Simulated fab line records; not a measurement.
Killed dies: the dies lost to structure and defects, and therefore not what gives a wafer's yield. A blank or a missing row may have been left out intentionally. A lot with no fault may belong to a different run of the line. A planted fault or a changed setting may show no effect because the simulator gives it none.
Struck lot and sound lot, side by side + flow sky130 + 17 steps out of a route of 708
Sound: wafers L980.1, L980.2, L980.3. The struck wafers were L990.1, L990.3, L990.6. The cause comes at the end.
At each step with rows: each side's tool, then ch and its chambers, then its first start. Under that, the readings that differ: sound wafers + struck wafers + difference of the means + sigmas: that difference in standard deviations of wafers without a fault.
alike: a reading whose means differ by less than 2 such deviations, as well as words and numbers matching on both sides. not compared: withheld readings; readings where some wafer has no value; bounds like >300 that might hide an equal value; numbers whose values overlap and for which the record gives no deviation.
Wherever a step has rows on one side only, a row that says differs or no value, or a row with sigmas, the two part there. When numbers do not overlap yet have no deviation, they are printed without sigmas and do not part them. A reading that every wafer of one side lacks parts them only if that side has two wafers or more.

first, 5 steps without rows for these wafers: SKY_VIA4_COAT_06 (resist thk 1140 nm); SKY_VIA4_SOFTBAKE_07 (time 60 s); SKY_VIA4_EXPOSE_08 (exposes mask VIM4, target cd 800 nm); SKY_VIA4_PEB_09; SKY_VIA4_DEVELOP_10 (develop time 60 s).
SKY_VIA4_OVL_MEAS_11:
  sound on overlay-01, day 43 22:58; struck on overlay-01, day 46 15:09
  alike: VIA4_OVL
SKY_VIA4_ETCH_12: etches SiO2 in C4F8/O2/Ar, stops on TiN, target depth 580 nm.
  sound on rie-diel-02 ch 0,2,3, day 43 22:59; struck on rie-diel-02 ch 1,2,3, day 46 15:11
  alike: oes-product-au
SKY_VIA4_STRIP_13: strips in O2/N2.
  sound on plasma-asher-04 ch 0,1, day 43 23:04; struck on plasma-asher-02 ch 0, day 46 15:16
  alike: drypump-motor-current-A, oes-product-au, strip-time-to-endpoint-s
  not compared: rf-hours-counter-h
then, 3 steps without rows for these wafers: SKY_VIA4_STRIP_14 (strips in post etch residue remover, time 1200 s); SKY_VIA4_CLEAN_15 (cleans in IPA, time 180 s); SKY_VIA4_CLEAN_16 (cleans in O3/DIW).
SKY_VIA4_SPUTTER_17: material TiN, target thk 20 nm, time 80 s.
  sound on pvd-sputter-04, day 43 23:40; struck on pvd-sputter-02, day 46 15:53
  alike: throttle-valve-pct
SKY_VIA4_CVD_18: deposits W, target thk 505 nm, time 152.14 s.
  sound on cvd-w-01 ch 0,1, day 43 23:43; struck on cvd-w-01 ch 0, day 46 15:58
| reading                            | sound                | struck               | difference | sigmas |
|------------------------------------|----------------------|----------------------|------------|--------|
| susceptor-temp-C (C)               | 399.65 400.05 399.74 | 397.38 396.99 397.45 | -2.54      | -10    |
| model.W_of_VIA4_CVD_18.thk-nm (nm) | 511.6 514.1 517.1    | 481.7 484.1 484.7    | -30.8      |        |
  alike: heater-power-w
SKY_VIA4_RS_MEAS_19: uses a four-point probe to measure.
  sound on film-metro-04, day 43 23:52; struck on film-metro-02, day 46 16:07
| reading            | sound                | struck               | difference | sigmas |
|--------------------|----------------------|----------------------|------------|--------|
| VIA4_W_RS (ohm/sq) | 0.2236 0.2232 0.2213 | 0.2377 0.2368 0.2361 | +0.0142    | +6     |
SKY_VIA4_THK_MEAS_20: measures by xrf.
  sound on film-metro-04, day 43 23:59; struck on film-metro-02, day 46 16:14
| reading         | sound       | struck      | difference | sigmas |
|-----------------|-------------|-------------|------------|--------|
| VIA4_W_THK (nm) | 513 513 519 | 476 479 481 | -36        | -5     |
SKY_VIA4_CMP_21: polishes, stops on SiO2, t overpolish 25 s, target thk 0 nm.
  sound on cmp-01 ch 1,2,3, day 44 00:03; struck on cmp-02 ch 0,1,3, day 46 16:23
| reading              | sound                | struck               | difference | sigmas |
|----------------------|----------------------|----------------------|------------|--------|
| overpolish-run-s (s) | 25.009 25.012 24.996 | 24.994 24.985 24.983 | -0.018     | -2     |
  alike: motor-current-A, slurry-flow-ml-min, time-to-endpoint-s
-- the record jumps here: 3 days lie between the struck wafers' starts before and after (it left off in module VIA4 and takes up again in module PAD_OPEN, whose first step shown is number 708 of the route) --
SKY_PAD_OPEN_PROBE_99:
  only the struck wafers here have rows in the record (prober-02, day 49 06:40); the sound ones have none

## WHERE THEY PART
At SKY_VIA4_CVD_18 first; at SKY_PAD_OPEN_PROBE_99 last (within this record only).

WHY: the cause the simulator had injected
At SKY_VIA4_CVD_18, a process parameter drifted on cvd-w-01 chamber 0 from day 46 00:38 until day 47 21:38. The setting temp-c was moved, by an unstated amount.
